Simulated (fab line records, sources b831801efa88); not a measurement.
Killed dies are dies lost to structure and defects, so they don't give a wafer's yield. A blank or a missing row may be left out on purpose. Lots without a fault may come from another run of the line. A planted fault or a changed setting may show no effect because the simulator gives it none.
fab line records | flow sky130
record lots=13 wafers=39 last_day=50
route steps=708 shown LDD_P@265 LDD_LDN@292 SPACER@306 RES_XHIGH@341
lots that met no fault: from a run of the same line without faults
start_h: hours from the record's first day to the start of the lot's first wafer shown | wait_h: hours since the lot's step before | " the same as in the row above | L1.1+2: a row that stands for several wafers | - no value, or no start given | * or withheld: withheld | < > ~ a bound
route shown NAME@n: a module of which the file shows steps, and the number in the route of the first | usual: mean/standard deviation of fault-free wafers | same: alike in all rows | chamber/n: place in a boat | sites: the reading at each site | _std_site: their standard deviation | _edge_site: outer sites' mean less inner sites' | radius_mm: how far each site lies from the wafer's centre | mask NAME#n: copy n | behind: the tool/chamber that last shaped the wafer | hold: why the lot was held/for how many hours/how that ended | device: the transistor (n, p or np) that didn't switch | end of line: the same wafers' tests at the end of the route | a step without rows: its recipe alone | killed: dies lost to structure and defects at the first sort, not the wafer's yield | map: a wafer's dies, x killed, . not, _ none there
set.NAME: the setting as run; set.NAME@STEP: as run at that earlier step | model.NAME: the simulator's own value behind a step, which no gauge read
steps of the route over a sample of lots; a table a step, a row a wafer
services: from which hour (start_h, from the record's first day; less than 0 if before it) a tool's chamber was out of use, for how many hours, and why
## steps
# step SKY_LDD_P_STRIP_10
# recipe chemistry=O2/N2 power_w=1400 pressure_mtorr=1500 platen_temp_c=withheld o2_flow_sccm=3000 n2_flow_sccm=300 overash_fraction=0.5
# usual drypump_motor_current_A=6.1/0.6 oes_product_au=0.716/0.0044 strip_time_to_endpoint_s=14.17/0.048
# columns lot.wafer tool chamber start_h wait_h drypump_motor_current_A oes_product_au rf_hours_counter_h strip_time_to_endpoint_s
L385.1 plasma_asher-03 1 436.53 0.1 6.3 0.715 75 14.14
L385.3 " 1 " " 6.3 0.719 - 14.16
L385.5 " 0 " " 6.6 0.715 - 14.14
L389.2 plasma_asher-01 1 465.78 0.1 6.5 0.721 4 14.20
L389.3 " 1 " " 6.5 0.713 - 14.24
L389.6 " 0 " " 5.0 0.722 - 14.22
L391.1 plasma_asher-03 0 482.47 0.1 6.6 0.715 79 14.24
L391.5 " 1 " " 6.3 0.718 - 14.25
L391.6 " 0 " " 6.6 0.707 - 14.27
L392.1 plasma_asher-01 0 505.23 0.1 4.9 0.713 7 14.19
L392.5 " 1 " " 6.4 0.721 - 14.18
L392.6 " 0 " " 5.0 0.713 - 14.22
L393.4 plasma_asher-03 1 517.01 0.1 6.3 0.702 - 14.19
L393.5 " 1 " " 6.3 0.714 - 14.15
L393.6 " 0 " " 6.6 0.719 - 14.19
L394.1 plasma_asher-02 1 518.47 0.1 6.0 0.723 67 14.14
L394.2 " 0 " " 6.2 0.725 67 14.12
L394.3 " 1 " " 6.0 0.715 - 14.17
L395.3 plasma_asher-01 1 525.36 0.1 6.4 0.727 - 14.15
L395.4 " 0 " " 5.0 0.719 - 14.16
L395.6 " 0 " " 5.0 0.715 - 14.09
L397.2 plasma_asher-02 1 541.72 0.1 6.0 0.717 69 14.12
L397.5 " 1 " " 6.0 0.703 - 14.09
L397.6 " 0 " " 6.2 0.710 - 14.11
L399.2 plasma_asher-03 1 559.88 0.1 6.3 0.716 86 14.15
L399.4 " 1 " " 6.3 0.717 - 14.15
L399.5 " 1 " " 6.3 0.715 - 14.11
L405.2 plasma_asher-01 1 604.90 0.1 6.5 0.716 17 14.15
L405.3 " 1 " " 6.5 0.720 - 14.18
L405.5 " 1 " " 6.5 0.719 - 14.18
L406.1 plasma_asher-01 0 609.32 0.1 5.0 0.716 17 14.07
L406.2 " 1 " " 6.5 0.715 17 14.08
L406.6 " 1 " " 6.5 0.709 - 14.08
L407.2 plasma_asher-03 0 617.78 0.1 6.6 0.713 92 14.14
L407.5 " 0 " " 6.6 0.717 - 14.15
L407.6 " 1 " " 6.3 0.718 - 14.16
L408.1 plasma_asher-03 0 629.22 0.1 6.6 0.707 93 14.18
L408.4 " 0 " " 6.5 0.713 - 14.17
L408.5 " 1 " " 6.4 0.716 - 14.14
# step SKY_LDD_LDN_SOFTBAKE_03
# recipe temp_c=90 time_s=61.69 resist=NOVOLAK
# usual exhaust_pa=45.1/0.89 plate_sensor_t_centre_C=90.757/0.0096 plate_sensor_t_edge_C=90.830/0.0093
# columns lot.wafer tool chamber start_h wait_h exhaust_pa plate_sensor_t_centre_C plate_sensor_t_edge_C
L385.1 litho_track-02 0 514.01 0.1 45.0 90.756 90.837
L385.3 " 0 " " 45.7 90.752 90.838
L385.5 " 0 " " 44.1 90.752 90.820
L389.2 litho_track-04 0 542.49 0.1 45.0 90.755 90.831
L389.3 " 0 " " 42.8 90.763 90.839
L389.6 " 0 " " 44.0 90.770 90.829
L391.1 litho_track-03 0 559.12 0.1 44.4 90.768 90.831
L391.5 " 0 " " 45.0 90.766 90.833
L391.6 " 0 " " 44.9 90.760 90.823
L392.1 litho_track-03 0 579.47 0.1 44.6 90.754 90.838
L392.5 " 0 " " 44.3 90.770 90.819
L392.6 " 0 " " 45.3 90.753 90.840
L393.4 litho_track-04 0 592.59 0.1 44.8 90.738 90.850
L393.5 " 0 " " 44.9 90.751 90.821
L393.6 " 0 " " 44.7 90.749 90.823
L394.1 litho_track-02 0 593.56 0.1 46.9 90.757 90.834
L394.2 " 0 " " 45.2 90.753 90.827
L394.3 " 0 " " 46.5 90.772 90.838
L395.3 litho_track-02 0 599.01 0.1 44.9 90.783 90.816
L395.4 " 0 " " 45.1 90.747 90.850
L395.6 " 0 " " 45.3 90.765 90.829
L397.2 litho_track-03 0 613.30 0.1 44.5 90.762 90.821
L397.5 " 0 " " 47.0 90.763 90.817
L397.6 " 0 " " 44.3 90.759 90.829
L399.2 litho_track-04 0 630.69 0.1 44.4 90.749 90.841
L399.4 " 0 " " 44.6 90.777 90.840
L399.5 " 0 " " 44.1 90.771 90.822
L405.2 litho_track-04 0 675.99 0.1 43.8 90.740 90.826
L405.3 " 0 " " 44.3 90.745 90.819
L405.5 " 0 " " 45.9 90.752 90.840
L406.1 litho_track-04 0 681.92 0.1 45.5 90.746 90.821
L406.2 " 0 " " 44.8 90.758 90.823
L406.6 " 0 " " 44.0 90.743 90.834
L407.2 litho_track-03 0 689.80 0.1 45.5 90.768 90.846
L407.5 " 0 " " 45.3 90.759 90.821
L407.6 " 0 " " 44.3 90.741 90.844
L408.1 litho_track-03 0 699.52 0.1 44.2 90.749 90.832
L408.4 " 0 " " 43.9 90.765 90.830
L408.5 " 0 " " 44.7 90.764 90.823
# step SKY_LDD_LDN_EXPOSE_04
# recipe mask_id=LDNTM na=0.6 source_shape=conventional sigma_outer=0.6 polarization=unpolarized target_cd_nm=700 dose_mj=140
# columns lot.wafer tool chamber start_h wait_h mask
L385.1+3+5 iline_stepper-02 0 514.16 - LDNTM#0
L389.2+3+6 iline_stepper-01 0 542.64 - LDNTM#0
L391.1+5+6 iline_stepper-01 0 559.27 - LDNTM#0
L392.1+5+6 iline_stepper-01 0 579.62 - LDNTM#0
L393.4+5+6 iline_stepper-01 0 592.72 - LDNTM#0
L394.1+2+3 iline_stepper-02 0 593.84 - LDNTM#0
L395.3+4+6 iline_stepper-02 0 599.15 - LDNTM#0
L397.2+5+6 iline_stepper-02 0 613.57 - URPM#0
L399.2+4+5 iline_stepper-01 0 630.84 - LDNTM#0
L405.2+3+5 iline_stepper-02 0 676.14 - LDNTM#0
L406.1+2+6 iline_stepper-02 0 682.07 - LDNTM#0
L407.2+5+6 iline_stepper-02 0 689.94 - LDNTM#0
L408.1+4+5 iline_stepper-02 0 699.67 - LDNTM#0
# step SKY_LDD_LDN_OVL_MEAS_07
# usual LDD_LDN_OVL=-0.1/1.8
# columns lot.wafer tool chamber start_h wait_h LDD_LDN_OVL[nm]
L385.1 overlay-02 - 530.02 0.1 1.2
L385.3 " - " " 2.4
L385.5 " - " " 2.5
L389.2 overlay-01 - 558.08 0.1 -3.3
L389.3 " - " " -1.1
L389.6 " - " " -1.2
L391.1 overlay-01 - 573.67 0.1 -3.4
L391.5 " - " " -2.7
L391.6 " - " " -3.0
L392.1 overlay-02 - 594.36 0.1 2.7
L392.5 " - " " 1.7
L392.6 " - " " 2.2
L393.4 overlay-02 - 605.73 0.1 4.2
L393.5 " - " " 3.1
L393.6 " - " " 4.4
L394.1 overlay-02 - 606.87 0.1 3.0
L394.2 " - " " 2.0
L394.3 " - " " 0.0
L395.3 overlay-02 - 612.18 0.1 1.0
L395.4 " - " " 2.0
L395.6 " - " " -0.6
L397.2 overlay-01 - 628.23 0.1 -
L397.5 " - " " -
L397.6 " - " " -
L399.2 overlay-01 - 645.38 0.1 -0.2
L399.4 " - " " -0.7
L399.5 " - " " -1.3
L405.2 overlay-02 - 690.17 0.1 0.1
L405.3 " - " " 1.7
L405.5 " - " " -0.8
L406.1 overlay-01 - 695.66 0.1 -0.9
L406.2 " - " " -2.3
L406.6 " - " " -1.9
L407.2 overlay-01 - 703.83 0.1 -3.5
L407.5 " - " " -3.2
L407.6 " - " " -3.7
L408.1 overlay-02 - 713.37 0.1 -0.4
L408.4 " - " " -0.7
L408.5 " - " " 0.6
# step SKY_LDD_LDN_TW_MEAS_13
# usual LDD_LDN_TW=1466/12
# columns lot.wafer tool chamber start_h wait_h LDD_LDN_TW
L385.1 film_metro-03 - 530.75 0.1 1457
L385.3 " - " " 1457
L385.5 " - " " 1466
L389.2 film_metro-02 - 558.82 0.1 1473
L389.3 " - " " 1466
L389.6 " - " " 1468
L391.1 film_metro-02 - 574.41 0.1 1465
L391.5 " - " " 1471
L391.6 " - " " 1467
L392.1 film_metro-02 - 595.10 0.1 1473
L392.5 " - " " 1477
L392.6 " - " " 1475
L393.4 film_metro-03 - 606.48 0.1 1459
L393.5 " - " " 1451
L393.6 " - " " 1458
L394.1 film_metro-03 - 607.61 0.1 1459
L394.2 " - " " 1457
L394.3 " - " " 1456
L395.3 film_metro-01 - 612.93 0.1 1478
L395.4 " - " " 1469
L395.6 " - " " 1473
L397.2 film_metro-02 - 628.97 0.1 30
L397.5 " - " " 30
L397.6 " - " " 30
L399.2 film_metro-03 - 646.12 0.1 1450
L399.4 " - " " 1461
L399.5 " - " " 1459
L405.2 film_metro-03 - 690.91 0.1 1451
L405.3 " - " " 1458
L405.5 " - " " 1450
L406.1 film_metro-03 - 696.40 0.1 1454
L406.2 " - " " 1447
L406.6 " - " " 1453
L407.2 film_metro-03 - 704.57 0.1 1450
L407.5 " - " " 1446
L407.6 " - " " 1449
L408.1 film_metro-01 - 714.11 0.1 1487
L408.4 " - " " 1489
L408.5 " - " " 1493
# step SKY_SPACER_ETCHBACK_02
# recipe chemistry=CH3F/O2 target=Si3N4 stop_on=SiO2 source_w=400 bias_w=80 pressure_mtorr=25 ch3f_flow_sccm=40 O2_flow_sccm=30 time_s=46.7 target_depth_a=450
# usual drypump_motor_current_A=5.6/0.43 oes_product_au=0.855/0.0066 throttle_valve_pct=10.563/0.0091
# columns lot.wafer tool chamber start_h wait_h drypump_motor_current_A oes_product_au rf_hours_counter_h throttle_valve_pct
L385.1 rie_diel-03 3 532.25 0.1 5.3 0.850 12 10.568
L385.3 " 0 " " 6.1 0.858 1 10.574
L385.5 " 2 " " 5.2 0.853 - 10.561
L389.2 rie_diel-03 2 560.18 0.0 5.2 0.854 16 10.567
L389.3 " 3 " " 5.3 0.855 12 10.565
L389.6 " 3 " " 5.3 0.849 - 10.551
L391.1 rie_diel-02 0 608.86 0.1 5.0 0.853 0 10.565
L391.5 " 3 " " 6.0 0.862 - 10.566
L391.6 " 2 " " 6.4 0.861 - 10.558
L392.1 rie_diel-03 0 608.91 0.1 6.0 0.851 3 10.550
L392.5 " 2 " " 5.2 0.856 - 10.565
L392.6 " 1 " " 5.8 0.859 - 10.569
L393.4 rie_diel-01 0 608.94 0.0 5.4 0.858 - 10.574
L393.5 " 3 " " 5.7 0.863 - 10.550
L393.6 " 2 " " 4.9 0.851 - 10.571
L394.1 rie_diel-02 2 611.11 0.1 6.4 0.851 63 10.562
L394.2 " 3 " " 6.0 0.857 4 10.560
L394.3 " 1 " " 5.8 0.851 12 10.569
L395.3 rie_diel-03 3 616.09 0.0 5.3 0.855 14 10.568
L395.4 " 2 " " 5.2 0.862 17 10.563
L395.6 " 2 " " 5.2 0.855 - 10.566
L397.2 rie_diel-03 3 631.25 0.0 5.3 0.857 14 10.571
L397.5 " 2 " " 5.2 0.867 - 10.573
L397.6 " 1 " " 5.8 0.871 - 10.568
L399.2 rie_diel-02 3 647.48 0.0 6.0 0.863 4 10.571
L399.4 " 1 " " 5.8 0.860 - 10.567
L399.5 " 0 " " 5.0 0.854 - 10.542
L405.2 rie_diel-02 0 692.28 0.0 5.0 0.848 2 10.563
L405.3 " 3 " " 6.0 0.854 5 10.572
L405.5 " 2 " " 6.4 0.848 - 10.558
L406.1 rie_diel-01 1 698.81 0.1 5.5 0.848 10 10.570
L406.2 " 3 " " 5.7 0.865 15 10.555
L406.6 " 3 " " 5.7 0.852 - 10.548
L407.2 rie_diel-02 2 706.49 0.0 6.4 0.852 1 10.571
L407.5 " 1 " " 5.8 0.865 - 10.557
L407.6 " 2 " " 6.4 0.856 - 10.549
L408.1 rie_diel-02 0 715.50 0.1 5.0 0.849 2 10.565
L408.4 " 3 " " 6.0 0.854 6 10.561
L408.5 " 1 " " 5.8 0.854 - 10.562
# step SKY_RES_XHIGH_TW_MEAS_09
# usual RES_XHIGH_TW=1629/12
# columns lot.wafer tool chamber start_h wait_h RES_XHIGH_TW
L385.1 film_metro-02 - 619.46 0.1 1621
L385.3 " - " " 1629
L385.5 " - " " 1619
L389.2 film_metro-04 - 645.78 0.1 1636
L389.3 " - " " 1624
L389.6 " - " " 1617
L391.1 film_metro-02 - 693.92 0.1 1634
L391.5 " - " " 1644
L391.6 " - " " 1626
L393.4 film_metro-01 - 694.25 0.1 1617
L393.5 " - " " 1622
L393.6 " - " " 1621
L392.1 film_metro-02 - 695.17 0.1 1631
L392.5 " - " " 1629
L392.6 " - " " 1632
L394.1 film_metro-02 - 697.32 0.1 1644
L394.2 " - " " 1643
L394.3 " - " " 1637
L395.3 film_metro-04 - 701.18 0.1 1622
L395.4 " - " " 1622
L395.6 " - " " 1614
L397.2 film_metro-02 - 715.78 0.1 1936
L397.5 " - " " 1924
L397.6 " - " " 1924
L399.2 film_metro-02 - 732.48 0.1 1627
L399.4 " - " " 1622
L399.5 " - " " 1635
L405.2 film_metro-04 - 773.62 0.1 1606
L405.3 " - " " 1599
L405.5 " - " " 1608
L406.1 film_metro-02 - 781.61 0.1 1627
L406.2 " - " " 1631
L406.6 " - " " 1633
L407.2 film_metro-04 - 790.13 0.1 1608
L407.5 " - " " 1605
L407.6 " - " " 1612
L408.1 film_metro-01 - 795.96 0.1 1621
L408.4 " - " " 1617
L408.5 " - " " 1615
## services
# columns tool chamber start_h hours kind
plasma_asher-01 - 421.25 9.0 pm
iline_stepper-01 - 427.42 1.7 pm
rie_diel-02 0 432.41 4.1 repair
iline_stepper-01 - 435.26 2.8 repair
plasma_asher-03 - 437.57 1.1 repair
plasma_asher-03 - 442.62 6.7 repair
plasma_asher-01 - 457.79 1.4 repair
rie_diel-03 - 458.26 2.0 repair
rie_diel-03 3 461.62 2.6 repair
plasma_asher-03 - 466.06 1.7 repair
rie_diel-03 2 471.31 3.0 repair
rie_diel-02 3 495.21 3.3 repair
iline_stepper-02 - 530.69 1.7 pm
plasma_asher-03 - 532.71 5.9 repair
rie_diel-03 0 536.76 8.6 repair
iline_stepper-02 - 549.35 3.4 repair
rie_diel-02 0 549.60 5.7 repair
rie_diel-02 - 552.40 2.8 pm
rie_diel-02 1 559.71 4.5 repair
iline_stepper-01 - 573.88 5.5 repair
plasma_asher-01 - 594.41 9.1 repair
rie_diel-02 0 614.72 1.2 repair
iline_stepper-02 - 641.62 4.4 pm
iline_stepper-02 - 703.15 3.4 repair
## key
first_sign step=SKY_LDD_LDN_EXPOSE_04 reading=mask direction=changed
effect step=SKY_LDD_LDN_OVL_MEAS_07 reading=LDD_LDN_OVL direction=missing
effect step=SKY_LDD_LDN_TW_MEAS_13 reading=LDD_LDN_TW direction=down sigmas=99+ usual=1466 struck=30
effect step=SKY_RES_XHIGH_TW_MEAS_09 reading=RES_XHIGH_TW direction=up sigmas=26 usual=1629 struck=1928
met_at SKY_LDD_LDN_EXPOSE_04
struck_lots L397
sort_left_out L397.2,L397.5,L397.6
tester_left_out L397
not_acting_at SKY_LDD_P_STRIP_10,SKY_LDD_LDN_SOFTBAKE_03,SKY_SPACER_ETCHBACK_02
onset_between 599.15 613.57
fault kind=wrong_mask tool=any chamber=- onset_h=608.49 steps=SKY_LDD_LDN_EXPOSE_04 aux_copy=URPM#0 scope=struck_lots_only
# tester_left_out: of these lots the tester's yield and bins aren't shown, on N5 and GAA mostly nor the transistor test; their killed dies are dies lost to structure and defects alone, not to doping, threshold or leakage, so they don't give the yield
# sort_left_out: the simulated sort isn't trusted on such a fault, so these wafers' sort isn't shown, and their yield isn't known
